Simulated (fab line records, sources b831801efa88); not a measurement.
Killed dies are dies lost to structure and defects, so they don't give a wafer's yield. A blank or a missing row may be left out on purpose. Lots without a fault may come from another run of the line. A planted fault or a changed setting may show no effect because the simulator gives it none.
A struck lot beside a sound one | flow gf180mcu | 15 steps out of a route of 602
Sound: wafers L639.1, L639.3, L639.5. Struck: wafers L644.3, L644.5, L644.6. The cause comes at the end.
At each step with rows: each side's tool, then ch and its chambers, then its first start. Under that, the readings that differ: sound wafers | struck wafers | difference of the means | sigmas: that difference in standard deviations of wafers without a fault.
alike: readings whose means differ by less than 2 such deviations, and words and numbers that are the same on both sides. not compared: withheld readings, readings that some wafer has no value for, bounds like >300 that may hide the same value, and numbers for which the record gives no deviation and whose values overlap.
The two part at a step that has a row with sigmas, a row that says differs or no value, or rows on one side only. Numbers that don't overlap but have no deviation are shown without sigmas and don't part them. A reading that every wafer of one side lacks parts them only if that side has two wafers or more.

first, 5 steps without rows for these wafers: GF_VT_IMPLANT_COAT_13 (resist thk 993.9 nm); GF_VT_IMPLANT_SOFTBAKE_14 (time 60 s); GF_VT_IMPLANT_EXPOSE_15 (exposes mask Nwell LV AREA, target cd 860 nm); GF_VT_IMPLANT_PEB_16; GF_VT_IMPLANT_DEVELOP_17 (develop time 60 s).
GF_VT_IMPLANT_OVL_MEAS_18:
  sound on overlay-02, day 6 16:25; struck on overlay-01, day 8 00:16
  alike: VT_IMPLANT_01_OVL
then, 1 step without rows for these wafers: GF_VT_IMPLANT_IMPLANT_19.
GF_VT_IMPLANT_STRIP_20: strips in O2/N2.
  sound on plasma_asher-03 ch 1, day 6 16:37; struck on plasma_asher-04 ch 0,1, day 8 00:29
  reading                     | sound       | struck      | difference | sigmas
  drypump_motor_current_A (A) | 6.6 6.6 6.6 | 5.8 5.8 5.9 | -0.8       | -2
  alike: heater_power_w, oes_product_au, strip_time_to_endpoint_s
  not compared: rf_hours_counter_h
GF_VT_IMPLANT_TW_MEAS_21:
  sound on film_metro-04, day 6 16:43; struck on film_metro-03, day 8 00:34
  alike: VT_IMPLANT_2_TW
then, 3 steps without rows for these wafers: GF_VT_IMPLANT_DEHYDRATE_22 (time 60 s); GF_VT_IMPLANT_HMDS_23 (prime time 60 s); GF_VT_IMPLANT_COAT_24 (resist thk 1000 nm).
GF_VT_IMPLANT_SOFTBAKE_25: time 60 s.
  sound on litho_track-04 ch 0, day 7 00:29; struck on litho_track-04 ch 0, day 8 08:02
  reading                  | sound             | struck            | difference | sigmas
  heater_power_total_W (W) | 56.60 56.60 56.56 | 61.23 61.35 61.27 | +4.70      | +99 or more
  run_length_s (s)         | 88.91 88.94 89.27 | 76.42 76.37 76.27 | -12.69     | -99 or more
  alike: chill_plate_temp_C
then, 2 steps without rows for these wafers: GF_VT_IMPLANT_EXPOSE_26 (exposes mask LVPWELL HV AREA, target cd 860 nm); GF_PASSIVATION_PROBE_99.

WHERE THEY PART
First at GF_VT_IMPLANT_STRIP_20; last, within this record, at GF_VT_IMPLANT_SOFTBAKE_25.

WHY: what the simulator had put in
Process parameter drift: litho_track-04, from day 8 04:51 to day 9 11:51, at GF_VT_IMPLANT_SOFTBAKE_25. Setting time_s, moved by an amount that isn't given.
